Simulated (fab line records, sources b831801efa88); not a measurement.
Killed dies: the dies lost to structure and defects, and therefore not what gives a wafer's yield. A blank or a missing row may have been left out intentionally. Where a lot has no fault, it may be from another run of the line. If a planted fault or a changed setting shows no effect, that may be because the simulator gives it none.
fab line records | flow sfqLine
[record] lots = 5 wafers = 27
route steps=325 shown INCOMING@2 L0@3 M0@40 M1@59 M2@89
startH: start of the lot's first displayed wafer, in hours after the record's first day | waitH: how many hours have passed since the lot's step before this one | " same as the row above | L1.1+2: several wafers, shown together as one row | - value missing, or start not given | * or withheld: withheld | < > ~ a bound
route shown NAME@n: a module of which the file shows steps, and the number in the route of the first | usual: mean/standard deviation taken from wafers without a fault | same: alike in all rows | chamber/n: place in a boat | sites: each site's reading | _std_site: standard deviation of those values | _edge_site: inner sites' mean taken away from outer sites' mean | radiusMm: how far each site lies from the wafer's centre | mask NAME#n: copy n | behind: the most recent tool/chamber to have shaped the wafer | hold: cause of the lot's hold/its duration in hours/its outcome | device: the n, p or np transistor that did not switch | end of line: tests of these same wafers at the route's end | step lacking rows: just its recipe | killed: dies lost to structure and defects at the first sort, not the wafer's yield | map: per-die view of a wafer (x killed, . not killed, _ where there is no die)
set.NAME: the setting that was run; set.NAME@STEP: the one run at that earlier step | model.NAME: the simulator's own value behind a step, which no gauge read
lots whose settings were changed on purpose; a table a step, a row a wafer
[[steps]]
[step SFQ_TRILAYER_INCOMING_OXIDATION_002]
[recipe] tempC = 1000 ambient = H2O targetThkA = 5000 pH2oTorr = 720 oxTimeS = 4939
// columns lot.wafer tool chamber startH waitH set.oxTimeS model.SiO2_of_TRILAYER_INCOMING_OXIDATION_002.thkNm
L074.1 - - - 0.1 3953 414.1
L074.2 " - " " 3953 416.7
L074.3 " - " " 3953 417.4
L074.4 " - " " 3953 413.7
L074.5 " - " " 3953 418.3
L074.6 " - " " 3953 420
L076.1 - - - 0.1 4939 479.7
L076.2 " - " " 4939 491.5
L076.3 " - " " 4939 474.8
L076.4 " - " " 4939 482
L076.5 " - " " 4939 485.3
L076.6 " - " " 4939 484.5
L079.1 - - - 0.1 6117 578.8
L079.2 " - " " 6117 572.2
L079.3 " - " " 6117 578.5
L079.4 " - " " 6117 573.6
L079.5 " - " " 6117 570.3
L079.6 " - " " 6117 580
L080.1 - - - 0.1 2342 306.7
L080.2 " - " " 2342 320.3
L080.3 " - " " 2342 312.3
L080.4 " - " " 2342 311.8
L080.5 " - " " 2342 309.7
L080.6 " - " " 2342 312.5
L084.1 furnace-02 0 60.12 0.1 4939 494.5
L084.4 " 0 " " 4939 500.9
L084.5 " 0 " " 4939 494.6
[step SFQ_TRILAYER_L0_DEP_SPUTTER_003]
[recipe] material = MoNx_KI basePressurePa = 1.33e-06 targetThkNm = 40 powerW = 800 timeS = 100 chamberPressurePa = 0.4
// columns lot.wafer tool chamber startH waitH set.timeS model.MoNx_KI_of_TRILAYER_L0_DEP_SPUTTER_003.thkNm
L074.1 pvdSputter-05 - - - 100 40.04
L074.2 " - " " 100 40.08
L074.3 " - " " 50.39 19.82
L074.4 " - " " 50.39 20.64
L074.5 " - " " 100 40.49
L074.6 " - " " 50.39 20.11
L076.1 pvdSputter-06 - - - 100 39.71
L076.2 " - " " 100 40.41
L076.3 " - " " 100 40.34
L076.4 " - " " 100 39.49
L076.5 " - " " 100 40.5
L076.6 " - " " 100 40.21
L079.1 pvdSputter-03 - - - 70.7 28.72
L079.2 " - " " 100 39.84
L079.3 " - " " 100 39.54
L079.4 " - " " 70.7 28.73
L079.5 " - " " 70.7 28.75
L079.6 " - " " 100 40.16
L080.1 pvdSputter-06 - - - 67.51 27.46
L080.2 " - " " 100 41.1
L080.3 " - " " 67.51 27.13
L080.4 " - " " 100 40.85
L080.5 " - " " 67.51 27.37
L080.6 " - " " 100 41.06
L084.1 pvdSputter-06 - 62.49 0.0 100 40.67
L084.4 " - " " 100 40.72
L084.5 " - " " 100 40.37
[step SFQ_L0_RS_MEAS_901]
[recipe] thkMeasGauge = four-point-probe reads = MoNx_KI_of_TRILAYER_L0_DEP_SPUTTER_003
[usual] L0_MONX_KI_RS = 43.3/0.56
// columns lot.wafer tool chamber startH waitH set.timeS@TRILAYER_L0_DEP_SPUTTER_003 L0_MONX_KI_RS[ohm/sq]
L074.1 filmMetro-02 - 12.56 0.0 100 43.4
L074.2 " - " " 100 43.3
L074.3 " - " " 50.39 87.8
L074.4 " - " " 50.39 84.2
L074.5 " - " " 100 43.0
L074.6 " - " " 50.39 86.5
L076.1 filmMetro-01 - 22.56 0.0 100 43.9
L076.2 " - " " 100 43.1
L076.3 " - " " 100 43.1
L076.4 " - " " 100 44.1
L076.5 " - " " 100 43.1
L076.6 " - " " 100 43.3
L079.1 filmMetro-01 - 37.56 0.0 70.7 60.6
L079.2 " - " " 100 43.7
L079.3 " - " " 100 44.0
L079.4 " - " " 70.7 60.7
L079.5 " - " " 70.7 60.7
L079.6 " - " " 100 43.3
L080.1 filmMetro-02 - 42.56 0.0 67.51 63.4
L080.2 " - " " 100 42.3
L080.3 " - " " 67.51 64.2
L080.4 " - " " 100 42.6
L080.5 " - " " 67.51 63.5
L080.6 " - " " 100 42.4
L084.1 filmMetro-04 - 62.56 0.0 100 42.9
L084.4 " - " " 100 42.8
L084.5 " - " " 100 43.2
[step SFQ_L0_THK_MEAS_902]
[recipe] thkMeasGauge = xrf reads = MoNx_KI_of_TRILAYER_L0_DEP_SPUTTER_003
[usual] L0_MONX_KI_THK = 40.0/0.56
// columns lot.wafer tool chamber startH waitH set.timeS@TRILAYER_L0_DEP_SPUTTER_003 L0_MONX_KI_THK[nm]
L074.1 filmMetro-02 - 12.68 0.1 100 39.7
L074.2 " - " " 100 39.6
L074.3 " - " " 50.39 19.6
L074.4 " - " " 50.39 20.4
L074.5 " - " " 100 40.1
L074.6 " - " " 50.39 19.9
L076.1 filmMetro-01 - 22.68 0.1 100 39.9
L076.2 " - " " 100 40.4
L076.3 " - " " 100 40.4
L076.4 " - " " 100 39.6
L076.5 " - " " 100 40.5
L076.6 " - " " 100 40.5
L079.1 filmMetro-01 - 37.68 0.1 70.7 28.7
L079.2 " - " " 100 39.6
L079.3 " - " " 100 39.4
L079.4 " - " " 70.7 28.6
L079.5 " - " " 70.7 28.6
L079.6 " - " " 100 40.1
L080.1 filmMetro-02 - 42.68 0.1 67.51 27.3
L080.2 " - " " 100 40.8
L080.3 " - " " 67.51 26.9
L080.4 " - " " 100 40.5
L080.5 " - " " 67.51 27.0
L080.6 " - " " 100 40.6
L084.1 filmMetro-04 - 62.68 0.1 100 40.3
L084.4 " - " " 100 40.3
L084.5 " - " " 100 39.8
[step SFQ_TRILAYER_L0_LITHO_COAT_010]
[recipe] resist = BARC spinRpm = 3000 resistThkNm = 62
[step SFQ_TRILAYER_L0_LITHO_COAT_005]
[recipe] resist = KrF spinRpm = 3000 resistThkNm = 600
[step SFQ_TRILAYER_L0_LITHO_DEVELOP_007]
[recipe] timeS = 60 resist = KrF
[step SFQ_TRILAYER_L0_BARC_OPEN_METAL_ETCH_010]
[recipe] maskMaterial = PR chemistry = O2 targetDepthNm = 125 target = BARC icpW = 600 biasW = 80 pressureMtorr = 10 timeS = 41.7
[step SFQ_TRILAYER_L0_ETCH_METAL_ETCH_008]
[recipe] target = MoNx_KI stopOn = SiO2 maskMaterial = PR chemistry = SF6/O2 targetDepthNm = 50 icpW = 600 biasW = 80 pressureMtorr = 10 timeS = 25
[usual] oesProductAu = 0.876/0.0083
// columns lot.wafer tool chamber startH waitH set.timeS@TRILAYER_L0_DEP_SPUTTER_003 oesProductAu
L074.1 rieMetal-04 0 70.63 0.0 100 0.876
L074.2 " 1 " " 100 0.874
L074.3 " 0 " " 50.39 0.618
L074.4 " 1 " " 50.39 0.630
L074.5 " 0 " " 100 0.878
L074.6 " 1 " " 50.39 0.633
L076.1 rieMetal-04 1 82.76 0.0 100 0.870
L076.2 " 0 " " 100 0.866
L076.3 " 1 " " 100 0.875
L076.4 " 0 " " 100 0.864
L076.5 " 1 " " 100 0.878
L076.6 " 0 " " 100 0.881
L079.1 rieMetal-04 0 99.11 0.0 70.7 0.739
L079.2 " 1 " " 100 0.870
L079.3 " 0 " " 100 0.870
L079.4 " 1 " " 70.7 0.730
L079.5 " 1 " " 70.7 0.730
L079.6 " 0 " " 100 0.879
L080.1 rieMetal-04 1 106.31 0.0 67.51 0.712
L080.2 " 0 " " 100 0.888
L080.3 " 1 " " 67.51 0.706
L080.4 " 0 " " 100 0.880
L080.5 " 0 " " 67.51 0.709
L080.6 " 1 " " 100 0.886
L084.1 rieMetal-04 0 136.43 0.0 100 0.880
L084.4 " 0 " " 100 0.882
L084.5 " 0 " " 100 0.879
[step SFQ_TRILAYER_M0_ETCH_METAL_ETCH_024]
[recipe] target = Nb stopOn = SiO2 maskMaterial = PR chemistry = Cl2/Ar targetDepthNm = 240 icpW = 600 biasW = 80 pressureMtorr = 10 timeS = 120
// columns lot.wafer tool chamber startH waitH set.timeS model.M0.featureDepthNm model.KrF_of_TRILAYER_M0_LITHO_COAT_021.thkNm
L074.1 rieMetal-01 0 238.16 0.0 138.6 196.8 359.9
L074.2 " 1 " " 120 186.9 382.8
L074.3 " 0 " " 120 189.9 381.8
L074.4 " 1 " " 120 191.9 380.7
L074.5 " 1 " " 138.6 197.9 360.4
L074.6 " 0 " " 138.6 196.4 358.1
L076.1 rieMetal-04 1 256.16 0.0 120 196.1 388.7
L076.2 " 0 " " 59.57 122.6 448.8
L076.3 " 1 " " 120 194.1 390.4
L076.4 " 0 " " 59.57 121.8 448.6
L076.5 " 1 " " 59.57 114.9 457.3
L076.6 " 0 " " 120 193.8 376.1
L079.1 rieMetal-02 1 292.33 0.0 120 195.4 374.9
L079.2 " 0 " " 120 196 379.1
L079.3 " 1 " " 120 190.1 373.9
L079.4 " 0 " " 59.31 120.2 450.4
L079.5 " 0 " " 59.31 119.8 449.8
L079.6 " 1 " " 59.31 121.6 448.7
L080.1 rieMetal-02 1 303.12 0.0 184.1 202.6 293.3
L080.2 " 0 " " 120 189.3 374.9
L080.3 " 1 " " 120 187.8 374.3
L080.4 " 0 " " 120 192.8 374.7
L080.5 " 0 " " 184.1 200.8 298.2
L080.6 " 1 " " 184.1 206.6 295.3
L084.1 rieMetal-04 0 334.32 0.0 120 186.2 379.3
L084.4 " 0 " " 120 187.5 380.6
L084.5 " 0 " " 120 190.6 379.8
[step SFQ_TRILAYER_M1_DEP_SPUTTER_037]
[recipe] material = Nb basePressurePa = 1.33e-06 chamberPressurePa = 0.1333 substrateTempC = 20 resputterCathodeVoltageV = 400 targetThkNm = 200 powerW = 2000 timeS = 133.3
// columns lot.wafer tool chamber startH waitH set.timeS model.Nb_of_TRILAYER_M1_DEP_SPUTTER_037.thkNm
L074.1 pvdSputter-06 - 253.69 0.0 81.19 128.3
L074.2 " - " " 133.3 204.4
L074.3 " - " " 81.19 124.3
L074.4 " - " " 133.3 203.3
L074.5 " - " " 81.19 126.2
L074.6 " - " " 133.3 203.5
L076.1 pvdSputter-04 - 342.54 0.0 71.77 108.3
L076.2 " - " " 71.77 107.4
L076.3 " - " " 133.3 199.4
L076.4 " - " " 71.77 104
L076.5 " - " " 133.3 201.9
L076.6 " - " " 133.3 196.3
L079.1 pvdSputter-04 - 414.16 0.0 112 170.4
L079.2 " - " " 133.3 199.3
L079.3 " - " " 112 166.7
L079.4 " - " " 133.3 200.1
L079.5 " - " " 133.3 203.5
L079.6 " - " " 112 168
L080.1 pvdSputter-04 - 430.96 0.0 133.3 202
L080.2 " - " " 133.3 202.8
L080.3 " - " " 133.3 201.8
L080.4+6 " - " " 133.3 200.1
L080.5 " - " " 133.3 202.2
L084.1 pvdSputter-05 - 475.37 0.0 133.3 203
L084.4 " - " " 133.3 200.1
L084.5 " - " " 133.3 200.6
[step SFQ_M1_RS_MEAS_909]
[recipe] thkMeasGauge = four-point-probe reads = Nb_of_TRILAYER_M1_DEP_SPUTTER_037
[usual] M1_NB_RS = 0.887/0.011
// columns lot.wafer tool chamber startH waitH set.timeS@TRILAYER_M1_DEP_SPUTTER_037 M1_NB_RS[ohm/sq]
L074.1 filmMetro-02 - 253.78 0.0 81.19 1.397
L074.2 " - " " 133.3 0.870
L074.3 " - " " 81.19 1.444
L074.4 " - " " 133.3 0.876
L074.5 " - " " 81.19 1.420
L074.6 " - " " 133.3 0.875
L076.1 filmMetro-03 - 342.63 0.0 71.77 1.656
L076.2 " - " " 71.77 1.671
L076.3 " - " " 133.3 0.892
L076.4 " - " " 71.77 1.727
L076.5 " - " " 133.3 0.880
L076.6 " - " " 133.3 0.906
L079.1 filmMetro-03 - 414.25 0.0 112 1.044
L079.2 " - " " 133.3 0.891
L079.3 " - " " 112 1.066
L079.4 " - " " 133.3 0.886
L079.5 " - " " 133.3 0.873
L079.6 " - " " 112 1.058
L080.1 filmMetro-03 - 431.05 0.0 133.3 0.878
L080.2 " - " " 133.3 0.877
L080.3 " - " " 133.3 0.881
L080.4 " - " " 133.3 0.887
L080.5 " - " " 133.3 0.880
L080.6 " - " " 133.3 0.888
L084.1 filmMetro-04 - 475.46 0.0 133.3 0.877
L084.4 " - " " 133.3 0.891
L084.5 " - " " 133.3 0.890
[step SFQ_TRILAYER_M1_LITHO_COAT_044]
[recipe] resist = BARC spinRpm = 3000 resistThkNm = 62
[step SFQ_TRILAYER_M1_BARC_OPEN_METAL_ETCH_054]
[recipe] maskMaterial = PR chemistry = O2 targetDepthNm = 125 target = BARC icpW = 600 biasW = 80 pressureMtorr = 10 timeS = 41.7
[step SFQ_TRILAYER_M1_ETCH_METAL_ETCH_042]
[recipe] target = Nb stopOn = SiO2 maskMaterial = PR chemistry = Cl2/Ar targetDepthNm = 240 icpW = 617.6 biasW = 80 pressureMtorr = 10 timeS = 120
[usual] oesProductAu = 0.896/0.0091
// columns lot.wafer tool chamber startH waitH set.timeS@TRILAYER_M1_DEP_SPUTTER_037 oesProductAu
L074.1 rieMetal-03 0 328.44 0.0 81.19 0.714
L074.2 " 1 " " 133.3 0.912
L074.3 " 1 " " 81.19 0.698
L074.4 " 0 " " 133.3 0.905
L074.5 " 1 " " 81.19 0.713
L074.6 " 0 " " 133.3 0.897
L076.1 rieMetal-04 1 347.19 0.0 71.77 0.658
L076.2 " 0 " " 71.77 0.650
L076.3 " 0 " " 133.3 0.886
L076.4 " 1 " " 71.77 0.644
L076.5 " 1 " " 133.3 0.897
L076.6 " 0 " " 133.3 0.882
L079.1 rieMetal-03 0 566.56 0.0 112 0.818
L079.2 " 1 " " 133.3 0.893
L079.3 " 0 " " 112 0.806
L079.4 " 1 " " 133.3 0.899
L079.5 " 0 " " 133.3 0.911
L079.6 " 1 " " 112 0.817
L080.1 rieMetal-03 1 585.19 0.0 133.3 0.904
L080.2 " 0 " " 133.3 0.906
L080.3 " 1 " " 133.3 0.897
L080.4 " 0 " " 133.3 0.895
L080.5 " 1 " " 133.3 0.894
L080.6 " 0 " " 133.3 0.890
L084.1 rieMetal-03 0 640.06 0.0 133.3 0.898
L084.4 " 1 " " 133.3 0.892
L084.5 " 0 " " 133.3 0.897
[step SFQ_TRILAYER_M2_DEP_SPUTTER_055]
[recipe] material = Nb basePressurePa = 1.33e-06 chamberPressurePa = 0.1333 substrateTempC = 20 resputterCathodeVoltageV = 400 targetThkNm = 200 powerW = 2000 timeS = 133.3
// columns lot.wafer tool chamber startH waitH set.timeS model.Nb_of_TRILAYER_M2_DEP_SPUTTER_055.thkNm
L074.1 pvdSputter-03 - 476.36 0.0 133.3 202.3
L074.2 " - " " 133.3 204.6
L074.3 " - " " 133.3 198.8
L074.4 " - " " 133.3 205.5
L074.5 " - " " 133.3 199.3
L074.6 " - " " 133.3 206
L076.1 pvdSputter-05 - 479.13 0.0 160.9 244.9
L076.2 " - " " 133.3 197
L076.3 " - " " 133.3 197.4
L076.4 " - " " 133.3 201.3
L076.5 " - " " 160.9 244.8
L076.6 " - " " 160.9 239.5
L079.1 pvdSputter-03 - 575.29 0.0 133.3 199.8
L079.2 " - " " 70.34 108.6
L079.3 " - " " 133.3 203.3
L079.4 " - " " 70.34 103
L079.5 " - " " 133.3 201.6
L079.6 " - " " 70.34 104.6
L080.1+6 pvdSputter-03 - 601.24 0.0 133.3 202.2
L080.2 " - " " 133.3 196.9
L080.3 " - " " 133.3 201.1
L080.4 " - " " 133.3 197.6
L080.5 " - " " 133.3 198.1
L084.1 pvdSputter-05 - 648.61 0.0 133.3 197
L084.4 " - " " 133.3 195.1
L084.5 " - " " 133.3 193.4
[step SFQ_M2_RS_MEAS_914]
[recipe] thkMeasGauge = four-point-probe reads = Nb_of_TRILAYER_M2_DEP_SPUTTER_055
[usual] M2_NB_RS = 0.894/0.014
// columns lot.wafer tool chamber startH waitH set.timeS@TRILAYER_M2_DEP_SPUTTER_055 M2_NB_RS[ohm/sq]
L074.1 filmMetro-01 - 476.45 0.0 133.3 0.883
L074.2 " - " " 133.3 0.871
L074.3 " - " " 133.3 0.898
L074.4 " - " " 133.3 0.867
L074.5 " - " " 133.3 0.894
L074.6 " - " " 133.3 0.864
L076.1 filmMetro-01 - 479.22 0.0 160.9 0.726
L076.2 " - " " 133.3 0.904
L076.3 " - " " 133.3 0.905
L076.4 " - " " 133.3 0.887
L076.5 " - " " 160.9 0.726
L076.6 " - " " 160.9 0.743
L079.1 filmMetro-01 - 575.38 0.0 133.3 0.891
L079.2 " - " " 70.34 1.653
L079.3 " - " " 133.3 0.876
L079.4 " - " " 70.34 1.746
L079.5 " - " " 133.3 0.886
L079.6 " - " " 70.34 1.722
L080.1 filmMetro-01 - 601.33 0.0 133.3 0.881
L080.2 " - " " 133.3 0.904
L080.3 " - " " 133.3 0.885
L080.4 " - " " 133.3 0.900
L080.5 " - " " 133.3 0.900
L080.6 " - " " 133.3 0.880
L084.1 filmMetro-02 - 648.70 0.0 133.3 0.904
L084.4 " - " " 133.3 0.913
L084.5 " - " " 133.3 0.920
[step SFQ_TRILAYER_M2_LITHO_COAT_062]
[recipe] resist = BARC spinRpm = 3000 resistThkNm = 62
[step SFQ_TRILAYER_M2_BARC_OPEN_METAL_ETCH_077]
[recipe] maskMaterial = PR chemistry = O2 targetDepthNm = 125 target = BARC icpW = 600 biasW = 80 pressureMtorr = 10 timeS = 41.7
[step SFQ_TRILAYER_M2_ETCH_METAL_ETCH_060]
[recipe] target = Nb stopOn = SiO2 maskMaterial = PR chemistry = Cl2/Ar targetDepthNm = 240 icpW = 600 biasW = 80 pressureMtorr = 10 timeS = 120
[usual] oesProductAu = 0.892/0.0097
// columns lot.wafer tool chamber startH waitH set.timeS@TRILAYER_M2_DEP_SPUTTER_055 oesProductAu
L074.1 rieMetal-01 0 641.26 0.0 133.3 0.901
L074.2 " 1 " " 133.3 0.918
L074.3 " 1 " " 133.3 0.891
L074.4 " 0 " " 133.3 0.911
L074.5 " 1 " " 133.3 0.887
L074.6 " 0 " " 133.3 0.916
L076.1 rieMetal-02 1 643.66 0.0 160.9 1.010
L076.2 " 0 " " 133.3 0.893
L076.3 " 1 " " 133.3 0.881
L076.4 " 0 " " 133.3 0.903
L076.5 " 0 " " 160.9 1.001
L076.6 " 1 " " 160.9 0.996
L079.1 rieMetal-01 0 736.42 0.0 133.3 0.904
L079.2 " 1 " " 70.34 0.659
L079.3 " 0 " " 133.3 0.900
L079.4 " 1 " " 70.34 0.645
L079.5 " 0 " " 133.3 0.900
L079.6 " 1 " " 70.34 0.644
L080.1 rieMetal-01 0 754.42 0.0 133.3 0.906
L080.2 " 1 " " 133.3 0.893
L080.3 " 1 " " 133.3 0.900
L080.4 " 0 " " 133.3 0.889
L080.5 " 1 " " 133.3 0.878
L080.6 " 0 " " 133.3 0.896
L084.1 rieMetal-04 1 796.66 0.0 133.3 0.888
L084.4 " 1 " " 133.3 0.884
L084.5 " 1 " " 133.3 0.874
[[key]]
[split] step = SFQ_TRILAYER_INCOMING_OXIDATION_002 setting = oxTimeS stated = 4939 by = lot
[response] step = SFQ_TRILAYER_INCOMING_OXIDATION_002 reading = model.SiO2_of_TRILAYER_INCOMING_OXIDATION_002.thkNm change = +3.44 per = 1% r = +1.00
[split] step = SFQ_TRILAYER_L0_DEP_SPUTTER_003 setting = timeS stated = 100 by = wafer
[response] step = SFQ_TRILAYER_L0_DEP_SPUTTER_003 reading = model.MoNx_KI_of_TRILAYER_L0_DEP_SPUTTER_003.thkNm change = +0.403 per = 1% r = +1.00
[response] step = SFQ_L0_RS_MEAS_901 reading = L0_MONX_KI_RS change = -0.759 per = 1% r = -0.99
[response] step = SFQ_L0_THK_MEAS_902 reading = L0_MONX_KI_THK change = +0.399 per = 1% r = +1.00
[response] step = SFQ_TRILAYER_L0_ETCH_METAL_ETCH_008 reading = oesProductAu change = +0.00507 per = 1% r = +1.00
[split] step = SFQ_TRILAYER_M0_ETCH_METAL_ETCH_024 setting = timeS stated = 120 by = wafer
[response] step = SFQ_TRILAYER_M0_ETCH_METAL_ETCH_024 reading = model.M0.featureDepthNm shape = bent atLowest = 120.6 atStated = 191.2 atHighest = 203.3
[response] step = SFQ_TRILAYER_M0_ETCH_METAL_ETCH_024 reading = model.KrF_of_TRILAYER_M0_LITHO_COAT_021.thkNm change = -1.42 per = 1% r = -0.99
[split] step = SFQ_TRILAYER_M1_DEP_SPUTTER_037 setting = timeS stated = 133.3 by = wafer
[response] step = SFQ_TRILAYER_M1_DEP_SPUTTER_037 reading = model.Nb_of_TRILAYER_M1_DEP_SPUTTER_037.thkNm change = +2 per = 1% r = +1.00
[response] step = SFQ_M1_RS_MEAS_909 reading = M1_NB_RS change = -0.0155 per = 1% r = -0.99
[response] step = SFQ_TRILAYER_M1_ETCH_METAL_ETCH_042 reading = oesProductAu change = +0.00511 per = 1% r = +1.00
[split] step = SFQ_TRILAYER_M2_DEP_SPUTTER_055 setting = timeS stated = 133.3 by = wafer
[response] step = SFQ_TRILAYER_M2_DEP_SPUTTER_055 reading = model.Nb_of_TRILAYER_M2_DEP_SPUTTER_055.thkNm change = +2.05 per = 1% r = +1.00
[response] step = SFQ_M2_RS_MEAS_914 reading = M2_NB_RS change = -0.0159 per = 1% r = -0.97
[response] step = SFQ_TRILAYER_M2_ETCH_METAL_ETCH_060 reading = oesProductAu change = +0.00533 per = 1% r = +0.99
